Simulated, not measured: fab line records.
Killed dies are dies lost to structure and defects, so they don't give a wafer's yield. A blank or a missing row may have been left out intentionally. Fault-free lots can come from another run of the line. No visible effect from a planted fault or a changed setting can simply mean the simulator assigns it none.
A struck lot beside a sound one | flow gf180mcu | 14 steps out of a route of 602
Sound: wafers L778.1, L778.2, L778.6. The struck wafers were L788.2, L788.5, L788.6. At the end, the cause is stated.
Order at every step that has rows: each side's tool, ch and its chambers, its first start. Under that, the readings that differ: sound wafers | struck wafers | difference of the means | sigmas: that difference in standard deviations of wafers without a fault.
alike: readings whose means differ by less than 2 such deviations, and words and numbers that are the same on both sides. not compared: withheld readings, readings that some wafer has no value for, bounds like >300 that may hide the same value, and numbers for which the record gives no deviation and whose values overlap.
The two part at a step that has a row with sigmas, a row that says differs or no value, or rows on one side only. When numbers do not overlap yet have no deviation, they are printed without sigmas and do not part them. A reading that every wafer of one side lacks parts them only if that side has two wafers or more.

first, 1 step without rows for these wafers: GF_HV_LDD_DEVELOP_18 (develop time 60 s).
GF_HV_LDD_CD_MEAS_19 targets a cd of 400 nm.
  struck on cd-sem-02, day 16 18:45; sound on cd-sem-01, day 13 14:53
  alike: cd-nm
GF_HV_LDD_OVL_MEAS_20:
  struck on overlay-01, day 16 18:52; sound on overlay-02, day 13 15:00
  alike: HV_LDD_01_OVL
next, for these wafers, 1 step has no rows: GF_HV_LDD_IMPLANT_21.
GF_HV_LDD_STRIP_22: strips in O2/N2.
  sound on plasma-asher-04 ch 0,1, day 13 15:11; struck on plasma-asher-04 ch 0,1, day 16 19:02
  alike: drypump-motor-current-A, heater-power-w, n2-flow-sccm, oes-product-au, strip-time-to-endpoint-s
  not compared: rf-hours-counter-h
GF_HV_LDD_TW_MEAS_23:
  struck on film-metro-01, day 16 19:09; sound on film-metro-01, day 13 15:17
  alike: HV_LDD_2_TW
then, 6 steps without rows for these wafers: GF_HV_LDD_DEHYDRATE_24 (time 60 s); GF_HV_LDD_HMDS_25 (prime time 60 s); GF_HV_LDD_COAT_26 (resist thk 1000 nm); GF_HV_LDD_SOFTBAKE_27 (time 60 s); GF_HV_LDD_EXPOSE_28 (exposes mask Nplus HV AREA, target cd 400 nm); GF_HV_LDD_PEB_29.
GF_HV_LDD_DEVELOP_30: develop time 60 s.
  struck on litho-track-04, day 17 17:29; sound on litho-track-03 ch 0, day 14 11:59
  no value came back on the struck wafers for chill-plate-temp-C (C), develop-time-s (s), resist-line-temp-C (C); on the sound wafers chill-plate-temp-C (C) reads 23.17 23.12 23.25
GF_HV_LDD_CD_MEAS_31 targets a cd of 400 nm.
  struck on cd-sem-01, day 17 17:38; sound on cd-sem-01, day 14 12:08
  reading    | sound             | struck | difference                    | sigmas
  cd-nm (nm) | 398.7 397.9 400.0 | - - -  | no value on the struck wafers |

== WHERE THEY PART ==
Last at GF_HV_LDD_CD_MEAS_31 as far as this record goes, first at GF_HV_LDD_DEVELOP_30.

WHY: whatever the simulator had introduced
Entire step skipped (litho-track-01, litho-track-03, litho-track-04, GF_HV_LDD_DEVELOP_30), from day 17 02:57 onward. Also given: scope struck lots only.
